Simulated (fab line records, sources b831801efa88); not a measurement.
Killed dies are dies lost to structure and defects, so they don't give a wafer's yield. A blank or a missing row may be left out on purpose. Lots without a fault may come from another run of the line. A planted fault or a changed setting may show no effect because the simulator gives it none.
Chamber matching | flow sfq_line | SFQ_TRILAYER_I2_CMP_CMP_064 on cmp-02: 4 sister chambers
The step polishes SiO2. 16 wafers are shown with their chamber, then 8 later ones without.

WAFERS WITH THEIR CHAMBER
wafer  | chamber | motor_current_A (A) | edge_zone_pressure_frac | time_to_endpoint_s (s)
L305.1 | 3       | 10.9                | 1.003                   | 220
L305.3 | 0       | 11.0                | 1.000                   | 222
L305.4 | 2       | 10.8                | 1.010                   | 223
L306.1 | 1       | 11.2                | 0.996                   | 223
L306.4 | 2       | 10.2                | 1.000                   | 227
L306.6 | 3       | 11.2                | 1.005                   | 228
L309.3 | 0       | 11.7                | 0.996                   | 216
L309.5 | 1       | 11.3                | 0.996                   | 218
L309.6 | 2       | 10.1                | 0.998                   | 218
L310.4 | 1       | 11.5                | 0.996                   | 228
L310.2 | 3       | 10.9                | 0.997                   | 212
L310.6 | 1       | 11.5                | 0.998                   | 220
L312.1 | 0       | 11.2                | 0.998                   | 216
L312.2 | 2       | 10.0                | 1.001                   | 215
L312.4 | 1       | 10.8                | 0.996                   | 231
L313.4 | 3       | 11.1                | 0.995                   | 222

SIGNATURES (means of the wafers above)
reading                 | chamber 0 | chamber 1 | chamber 2 | chamber 3 | scatter within a chamber
motor_current_A         | 11.300    | 11.260    | 10.275    | 11.025    | 0.295
edge_zone_pressure_frac | 0.99800   | 0.99640   | 1.00225   | 1.00000   | 0.0037
time_to_endpoint_s      | 218.00    | 224.00    | 220.75    | 220.50    | 5.46
Rule: a wafer's distance from a chamber is the root of the sum, over the readings, of the square of ((its reading less the chamber's mean) divided by the reading's scatter). The wafer belongs to the nearest chamber; if the next one is less than 2 further off, it can't be placed. The scatter: the root of (the sum of the squares of (reading less its chamber's mean) over the shown wafers, divided by (wafers less chambers)).

WAFERS WITHOUT THEIR CHAMBER
wafer  | motor_current_A (A) | edge_zone_pressure_frac | time_to_endpoint_s (s)
L313.1 | 11.5                | 0.997                   | 215
L313.6 | 11.0                | 1.002                   | 224
L315.4 | 11.2                | 0.997                   | 215
L315.5 | 10.5                | 1.007                   | 211
L315.6 | 11.3                | 1.003                   | 221
L323.5 | 11.1                | 1.001                   | 223
L325.4 | 11.1                | 1.001                   | 217
L325.5 | 10.4                | 0.995                   | 215

WHICH CHAMBER EACH WENT THROUGH
wafer  | from the rows above               | in truth
L313.1 | can't be placed: 0 or 1 or 3      | 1
L313.6 | can't be placed: 3 or 1 or 0 or 2 | 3
L315.4 | can't be placed: 0 or 3 or 1      | 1
L315.5 | can't be placed: 2 or 3 or 0      | 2
L315.6 | can't be placed: 3 or 0 or 1      | 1
L323.5 | can't be placed: 3 or 1 or 0      | 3
L325.4 | can't be placed: 3 or 0 or 1      | 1
L325.5 | can't be placed: 2 or 3 or 0 or 1 | 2
Placed correctly: 0 of 8. Can't be placed from these rows: 8 (the true chamber is among the candidates in 8). Placed wrongly: 0.
